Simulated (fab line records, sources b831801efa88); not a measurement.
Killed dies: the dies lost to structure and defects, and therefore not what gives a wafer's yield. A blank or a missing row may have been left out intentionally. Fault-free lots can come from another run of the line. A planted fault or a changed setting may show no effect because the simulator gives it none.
A struck lot beside a sound one ; flow sky130 ; 21 out of 708 route steps
Sound: these wafers, L270.2, L270.3, L270.4. Struck: wafers L267.1, L267.4. (L267.6 of the same lot was not struck and is left out.) The cause comes at the end.
Per side, at each step with rows, come the tool, then ch with its chambers, and then its first start. Under that, the readings that differ: sound wafers ; struck wafers ; difference of the means ; sigmas: that difference in standard deviations of wafers without a fault.
alike: a reading whose means differ by less than 2 such deviations, as well as words and numbers matching on both sides. not compared: withheld readings; readings where some wafer has no value; bounds like >300 that might hide an equal value; numbers whose values overlap and for which the record gives no deviation.
Wherever a step has rows on one side only, a row that says differs or no value, or a row with sigmas, the two part there. When numbers do not overlap yet have no deviation, they are printed without sigmas and do not part them. Lack of a reading on every wafer of one side parts them only where that side has two or more wafers.

first, 1 step without rows for these wafers: SKY_LDD_LDN_IMPLANT_11.
SKY_LDD_LDN_STRIP_12: strips in O2/N2.
  sound on plasma-asher-04 ch 0,1, day 29 06:03; struck on plasma-asher-01 ch 0, day 28 17:58
  alike: drypump-motor-current-A, o2-flow-sccm, oes-product-au, strip-time-to-endpoint-s
  not compared: rf-hours-counter-h
SKY_LDD_LDN_TW_MEAS_13:
  sound on film-metro-02, day 29 06:10; struck on film-metro-01, day 28 18:04
  alike: LDD_LDN_TW
then, 2 steps without rows for these wafers: SKY_LDD_LDN_CLEAN_14 (cleans in SC1/SC2, time 150 s); SKY_SPACER_CVD_00 (deposits Si3N4 from DCS/NH3, target thk 43.1 nm, time 740 s).
SKY_SPACER_THK_MEAS_01:
  sound on film-metro-02, day 29 08:38; struck on film-metro-03, day 28 19:23
  alike: SPACER_CVD_00_THK
SKY_SPACER_ETCHBACK_02: etches Si3N4 in CH3F/O2, stops on SiO2, time 46.7 s, target depth 45 nm.
  sound on rie-diel-02 ch 1,2,3, day 29 08:41; struck on rie-diel-04 ch 2,3, day 28 19:26
  alike: O2_flow_sccm, drypump-motor-current-A, oes-product-au, throttle-valve-pct
  not compared: rf-hours-counter-h
then, 5 steps without rows for these wafers: SKY_POLY_CUT_DEHYDRATE_00 (time 60 s); SKY_POLY_CUT_HMDS_01 (prime time 60 s); SKY_POLY_CUT_COAT_02 (resist thk 60 nm); SKY_POLY_CUT_COAT_03 (resist thk 450 nm); SKY_POLY_CUT_SOFTBAKE_04 (time 90 s).
SKY_POLY_CUT_EXPOSE_05: exposes mask NPCM, target cd 270 nm.
  sound on krf-scanner-02 ch 0, day 29 23:10; struck on krf-scanner-01 ch 0, day 29 08:20
  alike: mask
then, 2 steps without rows for these wafers: SKY_POLY_CUT_PEB_06; SKY_POLY_CUT_DEVELOP_07 (develop time 60 s).
SKY_POLY_CUT_CD_MEAS_08: the cd target is 270 nm.
  sound on cd-sem-02, day 30 12:40; struck on cd-sem-01, day 29 22:16
reading;sound;struck;difference;sigmas
cd-nm (nm);272.5 272.9 272.1;264.3 263.3;-8.7;-6
SKY_POLY_CUT_OVL_MEAS_09:
  sound on overlay-02, day 30 12:46; struck on overlay-02, day 29 22:23
  alike: POLY_CUT_OVL
SKY_POLY_CUT_ETCH_10: etches BARC in N2/H2, stops on SiO2, time 45.9 s, target depth 60 nm.
  sound on rie-diel-03 ch 0,3, day 30 12:47; struck on rie-diel-03 ch 3, day 29 22:26
reading;sound;struck;difference;sigmas
model.POLY_CUT.cd-nm (nm);271.2 272.2 272.1;264.4 263.8;-7.7;
  alike: drypump-motor-current-A, oes-product-au, throttle-valve-pct
  not compared: rf-hours-counter-h
SKY_POLY_CUT_ETCH_11: etches Si3N4 in CF4/CH2F2/Ar, stops on poly-Si, time 42.5 s, target depth 60 nm.
  sound on rie-diel-03 ch 0,3, day 30 12:50; struck on rie-diel-03 ch 3, day 29 22:28
reading;sound;struck;difference;sigmas
oes-product-au (a.u.);0.831 0.842 0.839;0.819 0.825;-0.015;-2
model.POLY_CUT.cd-nm (nm);271.2 272.1 272.1;264.4 263.8;-7.7;
  alike: drypump-motor-current-A, throttle-valve-pct
  not compared: rf-hours-counter-h
SKY_POLY_CUT_STRIP_12: strips in O2/N2.
  sound on plasma-asher-01 ch 0,1, day 30 12:52; struck on plasma-asher-01 ch 0, day 29 22:31
  alike: drypump-motor-current-A, o2-flow-sccm, oes-product-au, strip-time-to-endpoint-s
  not compared: rf-hours-counter-h
then, 1 step without rows for these wafers: SKY_PAD_OPEN_PROBE_99.

== WHERE THEY PART ==
Last at SKY_POLY_CUT_ETCH_11 as far as this record goes, first at SKY_POLY_CUT_CD_MEAS_08. Later steps at which nothing parts them and some readings are alike: SKY_POLY_CUT_STRIP_12.

WHY: whatever the simulator had introduced
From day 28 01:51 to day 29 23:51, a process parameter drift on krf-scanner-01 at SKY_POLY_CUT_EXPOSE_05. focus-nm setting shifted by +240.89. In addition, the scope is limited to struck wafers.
